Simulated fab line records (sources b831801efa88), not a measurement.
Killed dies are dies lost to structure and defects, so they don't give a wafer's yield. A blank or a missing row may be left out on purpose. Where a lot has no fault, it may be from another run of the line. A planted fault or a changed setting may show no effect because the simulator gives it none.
fab line records + flow sky130
record:
- lots: 6
- wafers: 17
- last_day: 50
route steps=708 shown METAL1@440 PAD_OPEN@708
lots untouched by any fault: they come from a run of this same line in which no faults occurred
start_h: start of the lot's first displayed wafer, in hours after the record's first day + wait_h: hours since the lot's step before + " same as the row above + L1.1+2: several wafers, shown together as one row + - no value, or no start given + * or withheld: withheld + < > ~ a bound
route shown NAME@n: a module of which the file shows steps, and the number in the route of the first + usual: mean and standard deviation over wafers with no fault + same: alike in all rows + chamber/n: place in a boat + sites: each site's reading + _std_site: how widely they spread, as a standard deviation + _edge_site: mean of outer sites minus mean of inner sites + radius_mm: how far each site lies from the wafer's centre + mask NAME#n: copy n + behind: the most recent tool/chamber to have shaped the wafer + hold: cause of the lot's hold/its duration in hours/its outcome + device: the n, p or np transistor that did not switch + end of line: the tests these same wafers got at the end of their route + a step without rows: its recipe alone + killed: at the first sort, the dies lost to defects and structure; wafer yield is something else + map: shows each die of a wafer: x if killed, . if not, _ if none is there
set.NAME: the setting the step ran with; set.NAME@STEP: the setting that earlier step ran with + model.NAME: the simulator's own value behind a step, which no gauge read
lots at some steps of the route; a table a step, a row a wafer
services: a tool's chamber out of use, with start hour (start_h, from the record's first day; less than 0 if before it), hours out, and reason
== steps ==
step: SKY_METAL1_THK_MEAS_06
recipe:
- thk_meas_gauge: xrf
- reads: AlCu_of_METAL1_SPUTTER_02
usual:
- METAL1_ALCU_THK: 251.1/2.2
| lot.wafer | tool          | chamber | start_h | wait_h | METAL1_ALCU_THK[nm] |
|-----------|---------------|---------|---------|--------|---------------------|
| L177.2    | film_metro-04 | -       | 765.65  | 0.1    | 250.4               |
| L177.4    | "             | -       | "       | "      | 252.0               |
| L177.5    | "             | -       | "       | "      | 248.8               |
| L183.2    | film_metro-03 | -       | 816.61  | 0.1    | 251.9               |
| L183.4    | "             | -       | "       | "      | 251.1               |
| L183.6    | "             | -       | "       | "      | 250.1               |
| L193.1    | film_metro-04 | -       | 867.60  | 0.1    | 252.2               |
| L193.3    | "             | -       | "       | "      | 252.3               |
| L193.6    | "             | -       | "       | "      | 253.4               |
| L194.1    | film_metro-02 | -       | 878.29  | 0.1    | 255.4               |
| L194.5    | "             | -       | "       | "      | 256.8               |
| L198.2    | film_metro-02 | -       | 901.79  | 0.1    | 250.6               |
| L198.4    | "             | -       | "       | "      | 249.4               |
| L198.6    | "             | -       | "       | "      | 251.1               |
| L200.3    | film_metro-04 | -       | 910.26  | 0.1    | 251.2               |
| L200.4    | "             | -       | "       | "      | 252.0               |
| L200.5    | "             | -       | "       | "      | 252.4               |
step: SKY_METAL1_DEHYDRATE_07
recipe:
- temp_c: 200
- time_s: 60
step: SKY_METAL1_HMDS_08
recipe:
- prime_time_s: 60
- prime_temp_c: 120
step: SKY_METAL1_COAT_09
recipe:
- resist: BARC
- temp_c: withheld
- time_s: withheld
- spin_rpm: 3000
- resist_thk_nm: 60
step: SKY_METAL1_COAT_10
recipe:
- resist: KrF-thick
- spin_rpm: 3000
- resist_thk_nm: 450
step: SKY_METAL1_SOFTBAKE_11
recipe:
- temp_c: 100
- time_s: 90
- resist: KrF-thick
step: SKY_METAL1_EXPOSE_12
recipe:
- mask_id: MM1
- na: 0.8
- source_shape: annular
- sigma_inner: 0.55
- sigma_outer: 0.85
- target_cd_nm: 140
- dose_mj: 28
step: SKY_METAL1_PEB_13
recipe:
- peb_temp_c: withheld
- peb_time_s: withheld
- resist: KrF-thick
step: SKY_METAL1_DEVELOP_14
recipe:
- develop_time_s: 60
- resist: KrF-thick
- dev_temp_c: 21
step: SKY_METAL1_CD_MEAS_15
recipe:
- target_cd_nm: 140
usual:
- cd_nm: 140.2/1.3
| lot.wafer | tool      | chamber | start_h | wait_h | cd_nm |
|-----------|-----------|---------|---------|--------|-------|
| L177.2    | cd_sem-01 | -       | 791.12  | -      | 139.9 |
| L177.4    | "         | -       | "       | "      | 140.1 |
| L177.5    | "         | -       | "       | "      | 140.7 |
| L183.2    | cd_sem-01 | -       | 841.82  | -      | 140.8 |
| L183.4    | "         | -       | "       | "      | 140.8 |
| L183.6    | "         | -       | "       | "      | 138.4 |
| L193.1    | cd_sem-01 | -       | 893.10  | -      | 138.7 |
| L193.3    | "         | -       | "       | "      | 139.7 |
| L193.6    | "         | -       | "       | "      | 139.0 |
| L194.1    | cd_sem-01 | -       | 904.31  | -      | 140.0 |
| L194.5    | "         | -       | "       | "      | 138.0 |
| L198.2    | cd_sem-02 | -       | 925.87  | -      | 137.4 |
| L198.4    | "         | -       | "       | "      | 137.3 |
| L198.6    | "         | -       | "       | "      | 138.2 |
| L200.3    | cd_sem-01 | -       | 934.44  | -      | 140.0 |
| L200.4    | "         | -       | "       | "      | 139.7 |
| L200.5    | "         | -       | "       | "      | 139.1 |
step: SKY_METAL1_OVL_MEAS_16
usual:
- METAL1_OVL: 4/5.6
| lot.wafer | tool       | chamber | start_h | wait_h | METAL1_OVL[nm] |
|-----------|------------|---------|---------|--------|----------------|
| L177.2    | overlay-01 | -       | 791.23  | 0.1    | 3              |
| L177.4    | "          | -       | "       | "      | 3              |
| L177.5    | "          | -       | "       | "      | 19             |
| L183.2    | overlay-01 | -       | 841.93  | 0.1    | 6              |
| L183.4    | "          | -       | "       | "      | 6              |
| L183.6    | "          | -       | "       | "      | 9              |
| L193.1    | overlay-01 | -       | 893.22  | 0.1    | 5              |
| L193.3    | "          | -       | "       | "      | -6             |
| L193.6    | "          | -       | "       | "      | 2              |
| L194.1    | overlay-02 | -       | 904.43  | 0.1    | 13             |
| L194.5    | "          | -       | "       | "      | 12             |
| L198.2    | overlay-01 | -       | 925.98  | 0.1    | 13             |
| L198.4    | "          | -       | "       | "      | 17             |
| L198.6    | "          | -       | "       | "      | 12             |
| L200.3    | overlay-02 | -       | 934.53  | 0.1    | -1             |
| L200.4    | "          | -       | "       | "      | -9             |
| L200.5    | "          | -       | "       | "      | 1              |
step: SKY_METAL1_DESCUM_17
recipe:
- chemistry: O2
- source_power_w: 150
- bias_power_w: 0
- pressure_mtorr: 10
- temp_c: 40
- time_s: 8
usual:
- drypump_motor_current_A: 6.00/0.2
- oes_product_au: 0.994/0.0078
| lot.wafer | tool         | chamber | start_h | wait_h | drypump_motor_current_A | oes_product_au | rf_hours_counter_h |
|-----------|--------------|---------|---------|--------|-------------------------|----------------|--------------------|
| L177.2    | rie_metal-04 | 0       | 791.27  | 0.0    | 5.75                    | 0.982          | -                  |
| L177.4    | "            | 0       | "       | "      | 5.75                    | 0.975          | -                  |
| L177.5    | "            | 0       | "       | "      | 5.75                    | 0.987          | -                  |
| L183.2    | rie_metal-01 | 0       | 841.97  | 0.0    | 5.97                    | 0.992          | -                  |
| L183.4    | "            | 0       | "       | "      | 5.95                    | 0.993          | -                  |
| L183.6    | "            | 0       | "       | "      | 5.95                    | 0.990          | -                  |
| L193.1    | rie_metal-01 | 0       | 893.26  | 0.0    | 5.99                    | 0.999          | 12                 |
| L193.3    | "            | 0       | "       | "      | 5.99                    | 1.001          | -                  |
| L193.6    | "            | 0       | "       | "      | 5.99                    | 0.998          | -                  |
| L194.1    | rie_metal-01 | 0       | 904.47  | 0.0    | 5.98                    | 0.999          | 13                 |
| L194.5    | "            | 0       | "       | "      | 5.98                    | 0.996          | -                  |
| L198.2    | rie_metal-03 | 0       | 926.01  | 0.0    | 5.87                    | 0.988          | 3                  |
| L198.4    | "            | 1       | "       | "      | 6.38                    | 0.998          | -                  |
| L198.6    | "            | 0       | "       | "      | 5.88                    | 0.998          | -                  |
| L200.3    | rie_metal-03 | 0       | 934.57  | 0.0    | 5.83                    | 0.994          | -                  |
| L200.4    | "            | 1       | "       | "      | 6.36                    | 1.006          | -                  |
| L200.5    | "            | 1       | "       | "      | 6.36                    | 1.006          | -                  |
step: SKY_METAL1_ETCH_18
recipe:
- chemistry: N2/H2
- target: BARC
- ion_energy_ev: 200
- bias_w: 100
- pressure_mtorr: 30
- n2_flow_sccm: 100
- h2_flow_sccm: 200
- icp_w: 500
- stop_on: SiO2
- time_s: 45.9
- target_depth_a: 600
usual:
- drypump_motor_current_A: 6.01/0.21
- oes_product_au: 0.854/0.0047
- throttle_valve_pct: 13.224/0.0094
| lot.wafer | tool         | chamber | start_h | wait_h | drypump_motor_current_A | oes_product_au | rf_hours_counter_h | throttle_valve_pct | model.KrF-thick_of_METAL1_COAT_10.thk_nm | model.METAL1.cd_nm |
|-----------|--------------|---------|---------|--------|-------------------------|----------------|--------------------|--------------------|------------------------------------------|--------------------|
| L177.2    | rie_metal-04 | 0       | 791.34  | 0.1    | 5.76                    | 0.851          | -                  | 13.233             | 391.7                                    | 140.1              |
| L177.4    | "            | 0       | "       | "      | 5.73                    | 0.855          | -                  | 13.205             | 390.3                                    | 140.3              |
| L177.5    | "            | 0       | "       | "      | 5.75                    | 0.859          | -                  | 13.235             | 390.7                                    | 140.4              |
| L183.2    | rie_metal-01 | 0       | 842.04  | 0.1    | 5.97                    | 0.859          | -                  | 13.221             | 392.9                                    | 141.2              |
| L183.4    | "            | 0       | "       | "      | 6.00                    | 0.858          | -                  | 13.228             | 392.5                                    | 140.7              |
| L183.6    | "            | 0       | "       | "      | 6.01                    | 0.851          | -                  | 13.218             | 392.4                                    | 139                |
| L193.1    | rie_metal-01 | 0       | 893.32  | 0.1    | 5.97                    | 0.857          | 12                 | 13.236             | 376.8                                    | 135.2              |
| L193.3    | "            | 0       | "       | "      | 6.00                    | 0.859          | -                  | 13.231             | 394                                      | 140.6              |
| L193.6    | "            | 0       | "       | "      | 5.99                    | 0.862          | -                  | 13.235             | 393.4                                    | 139.4              |
| L194.1    | rie_metal-01 | 0       | 904.53  | 0.1    | 5.98                    | 0.853          | 13                 | 13.207             | 376.8                                    | 137.9              |
| L194.5    | "            | 0       | "       | "      | 6.00                    | 0.860          | -                  | 13.240             | 376.4                                    | 136.3              |
| L198.2    | rie_metal-03 | 0       | 926.04  | 0.0    | 5.81                    | 0.861          | 3                  | 13.234             | 395.7                                    | 138.3              |
| L198.4    | "            | 1       | "       | "      | 6.40                    | 0.853          | -                  | 13.209             | 392.3                                    | 138.2              |
| L198.6    | "            | 0       | "       | "      | 5.86                    | 0.848          | -                  | 13.228             | 395.9                                    | 138.9              |
| L200.3    | rie_metal-03 | 0       | 934.61  | 0.0    | 5.84                    | 0.850          | -                  | 13.214             | 395.6                                    | 140                |
| L200.4    | "            | 1       | "       | "      | 6.41                    | 0.856          | -                  | 13.218             | 392.9                                    | 139.3              |
| L200.5    | "            | 1       | "       | "      | 6.40                    | 0.851          | -                  | 13.222             | 392.8                                    | 139.4              |
step: SKY_METAL1_METAL_ETCH_19
recipe:
- target_depth_a: 3600
- stop_on: SiO2
- over_etch_frac: 0.3
- time_s: 78
- chemistry: Cl2/BCl3
- resist_sidewall_deg: 88
- pressure_mtorr: 10
- icp_w: 900
- bias_w: 48.5
- Cl2_flow_sccm: 60
- bcl3_flow_sccm: 30
usual:
- bcl3_flow_sccm: 30.00/0.084
- drypump_motor_current_A: 6.00/0.21
- oes_product_au: 0.855/0.0054
- throttle_valve_pct: 22.265/0.0082
| lot.wafer | tool         | chamber | start_h | wait_h | bcl3_flow_sccm | drypump_motor_current_A | oes_product_au | rf_hours_counter_h | throttle_valve_pct | model.KrF-thick_of_METAL1_COAT_10.thk_nm | model.METAL1.cd_nm |
|-----------|--------------|---------|---------|--------|----------------|-------------------------|----------------|--------------------|--------------------|------------------------------------------|--------------------|
| L177.2    | rie_metal-04 | 0       | 791.48  | 0.1    | 29.91          | 5.75                    | 0.858          | -                  | 22.269             | 166.4                                    | 140.1              |
| L177.4    | "            | 0       | "       | "      | 29.78          | 5.72                    | 0.861          | -                  | 22.267             | 166.4                                    | 141.3              |
| L177.5    | "            | 0       | "       | "      | 30.06          | 5.73                    | 0.854          | -                  | 22.262             | 164.2                                    | 140.7              |
| L183.2    | rie_metal-01 | 0       | 842.18  | 0.1    | 29.96          | 5.97                    | 0.857          | -                  | 22.270             | 163.5                                    | 140.4              |
| L183.4    | "            | 0       | "       | "      | 29.82          | 5.98                    | 0.854          | -                  | 22.260             | 164.2                                    | 140.4              |
| L183.6    | "            | 0       | "       | "      | 29.85          | 5.98                    | 0.849          | -                  | 22.276             | 163.5                                    | 138                |
| L193.1    | rie_metal-01 | 0       | 893.45  | 0.1    | 30.08          | 5.98                    | 0.863          | 12                 | 22.264             | 145                                      | 135.2              |
| L193.3    | "            | 0       | "       | "      | 30.14          | 5.98                    | 0.861          | -                  | 22.259             | 161                                      | 140                |
| L193.6    | "            | 0       | "       | "      | 29.98          | 5.99                    | 0.851          | -                  | 22.269             | 159.1                                    | 139                |
| L194.1    | rie_metal-01 | 0       | 904.66  | 0.1    | 29.92          | 5.96                    | 0.864          | 14                 | 22.287             | 144.4                                    | 137.1              |
| L194.5    | "            | 0       | "       | "      | 30.06          | 5.98                    | 0.866          | -                  | 22.267             | 145.7                                    | 136.1              |
| L198.2    | rie_metal-03 | 0       | 926.10  | 0.0    | 29.94          | 5.87                    | 0.856          | 3                  | 22.265             | 165.6                                    | 137.8              |
| L198.4    | "            | 1       | "       | "      | 30.17          | 6.39                    | 0.855          | -                  | 22.268             | 156.2                                    | 136.3              |
| L198.6    | "            | 0       | "       | "      | 30.08          | 5.86                    | 0.850          | -                  | 22.266             | 168.8                                    | 140.2              |
| L200.3    | rie_metal-03 | 0       | 934.68  | 0.1    | 29.93          | 5.83                    | 0.853          | -                  | 22.261             | 164.9                                    | 139.3              |
| L200.4    | "            | 1       | "       | "      | 30.00          | 6.40                    | 0.854          | -                  | 22.256             | 156.5                                    | 138.7              |
| L200.5    | "            | 1       | "       | "      | 30.01          | 6.39                    | 0.858          | -                  | 22.266             | 157                                      | 139.1              |
step: SKY_METAL1_STRIP_20
recipe:
- chemistry: O2/N2
- power_w: 1400
- pressure_mtorr: 1500
- platen_temp_c: withheld
- o2_flow_sccm: 3000
- n2_flow_sccm: 300
- overash_fraction: 0.5
usual:
- drypump_motor_current_A: 5.6/0.52
- oes_product_au: 0.344/0.0047
- strip_time_to_endpoint_s: 2.72/0.035
| lot.wafer | tool            | chamber | start_h | wait_h | drypump_motor_current_A | oes_product_au | rf_hours_counter_h | strip_time_to_endpoint_s |
|-----------|-----------------|---------|---------|--------|-------------------------|----------------|--------------------|--------------------------|
| L177.2    | plasma_asher-04 | 0       | 791.63  | 0.1    | 5.2                     | 0.353          | 4                  | 2.79                     |
| L177.4    | "               | 1       | "       | "      | 6.0                     | 0.349          | -                  | 2.79                     |
| L177.5    | "               | 0       | "       | "      | 5.2                     | 0.343          | -                  | 2.76                     |
| L183.2    | plasma_asher-01 | 0       | 842.33  | 0.1    | 5.3                     | 0.342          | 40                 | 2.74                     |
| L183.4    | "               | 1       | "       | "      | 6.3                     | 0.343          | -                  | 2.75                     |
| L183.6    | "               | 0       | "       | "      | 5.3                     | 0.356          | -                  | 2.75                     |
| L193.1    | plasma_asher-04 | 1       | 893.63  | 0.1    | 6.0                     | 0.338          | 16                 | 2.56                     |
| L193.3    | "               | 1       | "       | "      | 6.0                     | 0.352          | -                  | 2.71                     |
| L193.6    | "               | 1       | "       | "      | 6.0                     | 0.342          | -                  | 2.70                     |
| L194.1    | plasma_asher-02 | 0       | 904.84  | 0.1    | 4.7                     | 0.339          | 73                 | 2.54                     |
| L194.5    | "               | 1       | "       | "      | 5.8                     | 0.333          | -                  | 2.57                     |
| L198.2    | plasma_asher-02 | 0       | 926.19  | 0.1    | 4.8                     | 0.343          | 75                 | 2.79                     |
| L198.4    | "               | 0       | "       | "      | 4.8                     | 0.346          | -                  | 2.67                     |
| L198.6    | "               | 0       | "       | "      | 4.8                     | 0.343          | -                  | 2.82                     |
| L200.3    | plasma_asher-01 | 1       | 934.78  | 0.1    | 6.2                     | 0.343          | -                  | 2.76                     |
| L200.4    | "               | 0       | "       | "      | 5.3                     | 0.334          | -                  | 2.66                     |
| L200.5    | "               | 1       | "       | "      | 6.2                     | 0.349          | -                  | 2.68                     |
step: SKY_METAL1_STRIP_21
recipe:
- chemistry: post_etch_residue_remover
- time_s: 1200
- temp_c: 72.5
step: SKY_PAD_OPEN_PROBE_99
usual:
- defect_limited_yield: 82.3/1.8
- killed_at_M0_to_M3: 44/6.9
- killed_at_M4_up: 3.3/1.7
- killed_at_contacts: 24/5.5
- killed_at_front_end: 16/4.5
- killed_at_other: 0.2/0.46
- killed_dies: 87/9.1
- killed_open: 48/7.3
- killed_short: 39/6.2
- sort_bin_3_pad_short: 0.9/0.4
- sort_bin_5_function: 10.4/1.5
- sort_bin_6_memory: 6.4/1.2
- sort_n_pass: 405/9.1
- sort_yield_pct: 82.3/1.8
same:
- gross_dies: 492
- killed_at_back_side: 0
- sort_bin_4_leakage[%]: 0
- sort_bin_8_speed[%]: 0
| lot.wafer | tool      | chamber | start_h | wait_h | defect_limited_yield[%] | killed_at_M0_to_M3 | killed_at_M4_up | killed_at_contacts | killed_at_front_end | killed_at_other | killed_dies | killed_open | killed_short | sort_bin_3_pad_short[%] | sort_bin_5_function[%] | sort_bin_6_memory[%] | sort_n_pass | sort_yield_pct[%] |
|-----------|-----------|---------|---------|--------|-------------------------|--------------------|-----------------|--------------------|---------------------|-----------------|-------------|-------------|--------------|-------------------------|------------------------|----------------------|-------------|-------------------|
| L177.2    | prober-01 | -       | 1097.91 | 0.1    | 81.3                    | 43                 | 3               | 31                 | 15                  | 0               | 92          | 49          | 42           | 1.6                     | 11.0                   | 6.1                  | 400         | 81.3              |
| L177.4    | prober-01 | -       | 1098.01 | 0.2    | 81.7                    | 44                 | 7               | 25                 | 14                  | 0               | 90          | 49          | 38           | 1.4                     | 10.4                   | 6.5                  | 402         | 81.7              |
| L177.5    | prober-01 | -       | 1098.06 | 0.2    | 83.3                    | 39                 | 2               | 19                 | 22                  | 0               | 82          | 49          | 33           | 1.0                     | 11.2                   | 4.5                  | 410         | 83.3              |
| L193.1    | prober-01 | -       | 1176.46 | 0.1    | 83.1                    | 46                 | 3               | 18                 | 15                  | 1               | 83          | 46          | 37           | 0.8                     | 9.8                    | 6.3                  | 409         | 83.1              |
| L193.3    | prober-01 | -       | 1176.56 | 0.2    | 83.9                    | 44                 | 3               | 19                 | 12                  | 1               | 79          | 42          | 37           | 0.6                     | 11.4                   | 4.1                  | 413         | 83.9              |
| L193.6    | prober-01 | -       | 1176.71 | 0.2    | 79.7                    | 58                 | 4               | 23                 | 15                  | 0               | 100         | 51          | 49           | 0.6                     | 10.0                   | 9.8                  | 392         | 79.7              |
| L198.2    | prober-02 | -       | 1195.82 | 0.1    | 82.9                    | 38                 | 5               | 26                 | 15                  | 0               | 84          | 45          | 39           | 0.4                     | 11.2                   | 5.5                  | 408         | 82.9              |
killed by level:class
L177.2 CONTACT:geometric_particle:open=11 METAL2:geometric_particle:short=9 LI_CONTACT:geometric_particle:open=8 VIA1:geometric_particle:open=7 FIELD_ISO:geometric_particle:open=6 VIA1:geometric_particle:short=6 LOCAL_INTERCONNECT:geometric_particle:short=6 VIA2:geometric_particle:open=6
L177.4 VIA1:geometric_particle:open=12 CONTACT:geometric_particle:open=11 VIA1:geometric_particle:short=10 CONTACT:geometric_particle:short=8 VIA2:geometric_particle:open=7 METAL4:geometric_particle:short=5 POLY_GATE:geometric_particle:short=4 LI_CONTACT:geometric_particle:open=4
L177.5 VIA1:geometric_particle:open=9 POLY_GATE:geometric_particle:open=7 CONTACT:geometric_particle:open=7 LI_CONTACT:geometric_particle:open=6 VIA2:geometric_particle:open=6 FIELD_ISO:geometric_particle:short=5 VIA1:geometric_particle:short=5 METAL2:geometric_particle:short=5
L193.1 VIA1:geometric_particle:open=11 VIA2:geometric_particle:open=11 LI_CONTACT:geometric_particle:open=7 CONTACT:geometric_particle:open=5 METAL2:geometric_particle:short=5 METAL1:geometric_particle:short=5 FIELD_ISO:geometric_particle:short=4 VIA1:geometric_particle:short=4
L193.3 VIA2:geometric_particle:open=8 METAL1:geometric_particle:short=7 VIA1:geometric_particle:open=7 METAL3:geometric_particle:short=7 LI_CONTACT:geometric_particle:open=6 CONTACT:geometric_particle:open=5 POLY_GATE:geometric_particle:short=4 METAL1:geometric_particle:open=4
L193.6 VIA1:geometric_particle:open=16 CONTACT:geometric_particle:open=11 METAL1:geometric_particle:short=8 VIA1:geometric_particle:short=7 VIA2:geometric_particle:open=6 LOCAL_INTERCONNECT:geometric_particle:short=5 METAL2:geometric_particle:short=5 VIA3:geometric_particle:open=5
L198.2 VIA1:geometric_particle:open=11 CONTACT:geometric_particle:open=9 LI_CONTACT:geometric_particle:open=6 FIELD_ISO:geometric_particle:short=5 FIELD_ISO:geometric_particle:open=5 CONTACT:geometric_particle:short=5 METAL1:geometric_particle:short=5 VIA1:geometric_particle:short=5
== services ==
| tool            | chamber | start_h | hours | kind           |
|-----------------|---------|---------|-------|----------------|
| rie_metal-04    | 1       | 779.20  | -     | clean          |
| rie_metal-04    | 1       | 779.20  | 16.3  | scheduled_down |
| rie_metal-04    | 1       | 779.20  | 16.3  | vent_cycle     |
| rie_metal-01    | 1       | 811.51  | 9.1   | repair         |
| plasma_asher-02 | -       | 818.87  | 38.9  | pm             |
| rie_metal-03    | 0       | 822.58  | -     | clean          |
| rie_metal-03    | 0       | 822.58  | 19.0  | scheduled_down |
| rie_metal-03    | 0       | 822.58  | 19.0  | vent_cycle     |
| rie_metal-01    | 1       | 838.27  | 71.5  | repair         |
| rie_metal-03    | 1       | 853.60  | -     | clean          |
| rie_metal-03    | 1       | 853.60  | 16.2  | scheduled_down |
| rie_metal-03    | 1       | 853.60  | 16.2  | vent_cycle     |
| plasma_asher-02 | -       | 864.68  | 1.4   | repair         |
| plasma_asher-04 | -       | 883.22  | 0.8   | repair         |
| rie_metal-04    | 0       | 909.02  | -     | clean          |
| rie_metal-04    | 0       | 909.02  | 14.6  | scheduled_down |
| rie_metal-04    | 0       | 909.02  | 14.6  | vent_cycle     |
| rie_metal-04    | -       | 928.42  | 2.8   | pm             |
== key ==
first_sign:
- step: SKY_METAL1_STRIP_20
- reading: strip_time_to_endpoint_s
- direction: down
- sigmas: 4.8
- usual: *
- struck: *
effect none on later readings
model_effect:
- step: SKY_METAL1_ETCH_18
- value: KrF-thick_of_METAL1_COAT_10.thk_nm
- without: 393.6
- struck: 376.7
model_effect:
- step: SKY_METAL1_METAL_ETCH_19
- value: KrF-thick_of_METAL1_COAT_10.thk_nm
- without: 162
- struck: 145.1
met_at SKY_METAL1_ETCH_18
struck_wafers L193.1,L194.1,L194.5
onset_between 842.04 893.32
fault:
- kind: process_parameter_drift
- tool: rie_metal-01
- chamber: -
- onset_h: 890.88
- steps: SKY_METAL1_ETCH_18
- channel: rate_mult
- offset: 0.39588
- shape: step
- end_h: 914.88
- scope: struck_wafers_only
